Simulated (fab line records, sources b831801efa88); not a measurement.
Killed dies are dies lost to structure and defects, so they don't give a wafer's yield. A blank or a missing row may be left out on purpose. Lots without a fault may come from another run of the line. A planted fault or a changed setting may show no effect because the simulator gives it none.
Which tool did it? | flow sky130 | 11 lots, 33 wafers sampled, at 7 steps of a route of 708

WHAT THE GAUGES READ, wafer by wafer
SKY_VT_ADJUST_LVTN_TW_MEAS_21.
lot  | measured     | on            | VT_ADJUST_LVTN_2_TW
L870 | day 7 19:43  | film_metro-04 | 189.6 189.1 188.5
L871 | day 8 03:48  | film_metro-02 | 188.4 188.9 187.7
L872 | day 8 06:39  | film_metro-01 | 188.1 188.6 187.7
L873 | day 8 13:13  | film_metro-04 | 189.3 189.5 189.3
L876 | day 10 03:15 | film_metro-04 | 189.4 189.5 187.9
L884 | day 12 16:34 | film_metro-02 | 187.8 188.1 188.1
L888 | day 13 20:55 | film_metro-04 | 190.1 189.2 190.0
L889 | day 14 04:01 | film_metro-04 | 188.3 187.9 188.9
L890 | day 14 07:34 | film_metro-04 | 188.5 187.5 187.2
L891 | day 14 11:21 | film_metro-01 | 187.0 187.7 187.3
L892 | day 14 11:39 | film_metro-02 | 188.8 188.4 188.7

SKY_SONOS_TUNNEL_TW_MEAS_12.
lot  | measured     | on            | SONOS_TUNNEL_TW
L870 | day 11 11:39 | film_metro-02 | 198.5 197.4 197.4
L871 | day 11 22:53 | film_metro-04 | 197.9 198.0 198.2
L872 | day 12 01:20 | film_metro-04 | 198.1 198.8 199.6
L873 | day 12 08:47 | film_metro-02 | 197.4 197.8 196.6
L876 | day 14 06:59 | film_metro-04 | 196.8 197.9 197.5
L884 | day 17 04:20 | film_metro-01 | 198.0 198.0 197.2
L888 | day 18 11:45 | film_metro-04 | 196.7 195.4 197.2
L889 | day 18 20:59 | film_metro-04 | 197.4 196.6 197.6
L890 | day 19 01:22 | film_metro-01 | 196.5 195.1 196.5
L891 | day 19 05:20 | film_metro-04 | 197.8 197.3 198.5
L892 | day 19 06:44 | film_metro-02 | 197.2 197.1 197.6

SKY_SD_P_TW_MEAS_11.
lot  | measured     | on            | SD_P_TW
L870 | day 25 14:22 | film_metro-03 | 2787 2771 2768
L871 | day 25 23:56 | film_metro-04 | 2823 2841 2826
L872 | day 26 04:31 | film_metro-03 | 2803 2808 2814
L873 | day 26 10:29 | film_metro-02 | 2839 2837 2843
L876 | day 28 14:22 | film_metro-03 | 2797 2792 2796
L884 | day 31 19:50 | film_metro-03 | 2814 2793 2791
L888 | day 32 19:37 | film_metro-03 | 2794 2802 2798
L889 | day 33 01:26 | film_metro-04 | 2630 2635 2648
L890 | day 33 08:31 | film_metro-03 | 2609 2609 2608
L891 | day 33 09:38 | film_metro-04 | 2833 2822 2818
L892 | day 34 06:59 | film_metro-02 | 2815 2838 2809

SKY_SD_N_RS_MEAS_17: measures by four-point-probe.
lot  | measured     | on            | SD_P_RS (ohm/sq)
L870 | day 28 01:31 | film_metro-04 | 146.9 146.6 146.8
L871 | day 28 10:13 | film_metro-02 | 147.3 147.2 147.3
L872 | day 28 14:34 | film_metro-02 | 146.7 146.6 146.7
L873 | day 28 21:07 | film_metro-04 | 147.1 147.0 147.2
L876 | day 30 22:37 | film_metro-02 | 146.8 146.9 146.6
L884 | day 34 01:41 | film_metro-04 | 147.0 146.9 146.9
L888 | day 35 00:02 | film_metro-04 | 146.8 146.7 146.7
L889 | day 35 06:07 | film_metro-03 | 152.7 153.2 152.9
L890 | day 35 13:39 | film_metro-04 | 152.2 152.0 151.9
L891 | day 35 15:01 | film_metro-04 | 147.2 146.8 147.3
L892 | day 36 11:49 | film_metro-03 | 147.3 146.9 146.9

SKY_LOCAL_INTERCONNECT_THK_MEAS_02: measures by xrf.
lot  | measured     | on            | LOCAL_INTERCONNECT_TIN_THK (nm)
L870 | day 29 08:32 | film_metro-01 | 98.7 98.2 98.8
L871 | day 29 16:04 | film_metro-01 | 97.7 98.9 98.1
L872 | day 29 21:35 | film_metro-01 | 97.7 97.1 97.5
L873 | day 30 06:15 | film_metro-01 | 97.3 97.9 98.6
L876 | day 32 04:28 | film_metro-01 | 96.6 96.1 95.8
L884 | day 35 05:41 | film_metro-01 | 97.2 98.7 97.9
L888 | day 36 05:28 | film_metro-01 | 97.8 98.2 98.7
L889 | day 36 10:04 | film_metro-04 | 97.0 96.7 96.6
L890 | day 36 18:19 | film_metro-01 | 97.2 96.8 96.6
L891 | day 36 19:01 | film_metro-02 | 96.3 96.3 94.9
L892 | day 37 15:13 | film_metro-02 | 97.3 98.2 98.0

WHICH TOOL RAN EACH LOT (tool, then ch and the chambers of the sampled wafers, then the start)
lot  | SKY_SD_P_IMPLANT_09             | SKY_SD_P_STRIP_10
L870 | implanter-02 ch 0, day 25 14:09 | plasma_asher-02 ch 0,1, day 25 14:17
L871 | implanter-03 ch 0, day 25 23:41 | plasma_asher-02 ch 0,1, day 25 23:50
L872 | implanter-01 ch 0, day 26 04:16 | plasma_asher-01 ch 0,1, day 26 04:25
L873 | implanter-03 ch 0, day 26 10:14 | plasma_asher-03 ch 0,1, day 26 10:23
L876 | implanter-02 ch 0, day 28 14:07 | plasma_asher-02 ch 0,1, day 28 14:16
L884 | implanter-02 ch 0, day 31 19:36 | plasma_asher-01 ch 0,1, day 31 19:44
L888 | implanter-02 ch 0, day 32 19:23 | plasma_asher-01 ch 0,1, day 32 19:30
L889 | implanter-03 ch 0, day 33 01:11 | plasma_asher-01 ch 0,1, day 33 01:20
L890 | implanter-03 ch 0, day 33 08:17 | plasma_asher-03 ch 0,1, day 33 08:25
L891 | implanter-01 ch 0, day 33 09:23 | plasma_asher-01 ch 0,1, day 33 09:32
L892 | implanter-01 ch 0, day 34 06:44 | plasma_asher-01 ch 0,1, day 34 06:53
- SKY_SD_P_IMPLANT_09
- SKY_SD_P_STRIP_10: strips in O2/N2.

WHAT THE TOOLS THEMSELVES READ (means of the sampled wafers that have a number; where no wafer has one, the mark that the record gives instead)
SKY_SD_P_IMPLANT_09.
lot  | tool         | beam_on_s (s) | dose_ions_cm2 | faraday_current_uA | tilt_deg (degrees)
L870 | implanter-02 | 11.9          | 3e+15         | 13680              | 0.000
L871 | implanter-03 | 13.0          | 3e+15         | 12536              | -0.018
L872 | implanter-01 | 12.3          | 3e+15         | 13225              | 0.007
L873 | implanter-03 | 13.0          | 3e+15         | 12600              | -0.025
L876 | implanter-02 | 12.0          | 3e+15         | 13546              | 0.011
L884 | implanter-02 | 11.8          | 3e+15         | 13774              | 0.026
L888 | implanter-02 | 11.9          | 3e+15         | 13713              | 0.010
L889 | implanter-03 | 9.8           | 2e+15         | 11612              | -0.027
L890 | implanter-03 | 10.1          | 2e+15         | 11243              | -0.001
L891 | implanter-01 | 12.5          | 3e+15         | 13008              | -0.024
L892 | implanter-01 | 12.6          | 3e+15         | 13005              | -0.004

SKY_SD_P_STRIP_10.
lot  | tool            | drypump_motor_current_A (A) | oes_product_au (a.u.) | strip_time_to_endpoint_s (s)
L870 | plasma_asher-02 | 5.36                        | 0.621                 | 17.46
L871 | plasma_asher-02 | 5.67                        | 0.614                 | 17.50
L872 | plasma_asher-01 | 5.62                        | 0.618                 | 17.52
L873 | plasma_asher-03 | 5.45                        | 0.615                 | 17.56
L876 | plasma_asher-02 | 5.33                        | 0.623                 | 17.52
L884 | plasma_asher-01 | 5.74                        | 0.616                 | 17.45
L888 | plasma_asher-01 | 5.63                        | 0.615                 | 17.43
L889 | plasma_asher-01 | 5.76                        | 0.628                 | 16.86
L890 | plasma_asher-03 | 5.43                        | 0.632                 | 16.84
L891 | plasma_asher-01 | 5.75                        | 0.625                 | 17.48
L892 | plasma_asher-01 | 5.75                        | 0.615                 | 17.44

THE ANSWER, worked out from the rows above alone
Rule: what is usual is taken from the lots themselves. Put in order of their means at a reading, lots are off if they are a third of the lots or fewer, leave a main group of 4 or more, and stand apart from it by a gap of 3 or more times the standard deviation of the main group's means; of several such gaps the widest counts. A main group whose means are all the same, to the digits that the tables above print for the reading, isn't used. A lot without any number at a reading at which 4 lots or more have one is off too. The other lots that the step has rows for count as sound. The gauges are gone through in route order, then the tools' own readings, and for those a lot's mean is taken as printed above. The first step at which some lot is off is used, and at that step the reading that is off furthest; a lot without a number counts as furthest.
Off: L889, L890, at SKY_SD_P_TW_MEAS_11 (SD_P_TW). The main group: mean 2810, standard deviation 19.
A tool fits if, at a process step before that reading, it ran every lot that is off, and no sound lot after the first of them. The gauges at SKY_SD_P_TW_MEAS_11 aren't tried: what is off there is off at SKY_SD_P_IMPLANT_09 too, on other tools, and a gauge's error can't cause that. One fits: implanter-03 at SKY_SD_P_IMPLANT_09. Its last sound lot is L873 (day 26 10:14), its first lot that is off L889 (day 33 01:11): a fault that began between those two fits.
The tool's own readings at SKY_SD_P_IMPLANT_09 bear it out: on the lots that are off they differ by more than 5 times the standard deviation of the sound lots' means. beam_on_s reads 9.9 s there against 12.3 s on the sound lots; dose_ions_cm2 reads 2e+15 there against 3e+15 on the sound lots.

WHAT THE SIMULATOR HAD PUT IN
Process parameter drift: implanter-03, from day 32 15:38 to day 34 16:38, at SKY_SD_P_IMPLANT_09. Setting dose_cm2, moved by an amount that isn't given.
Lots struck among those shown: L889, L890. The rule above found the same.
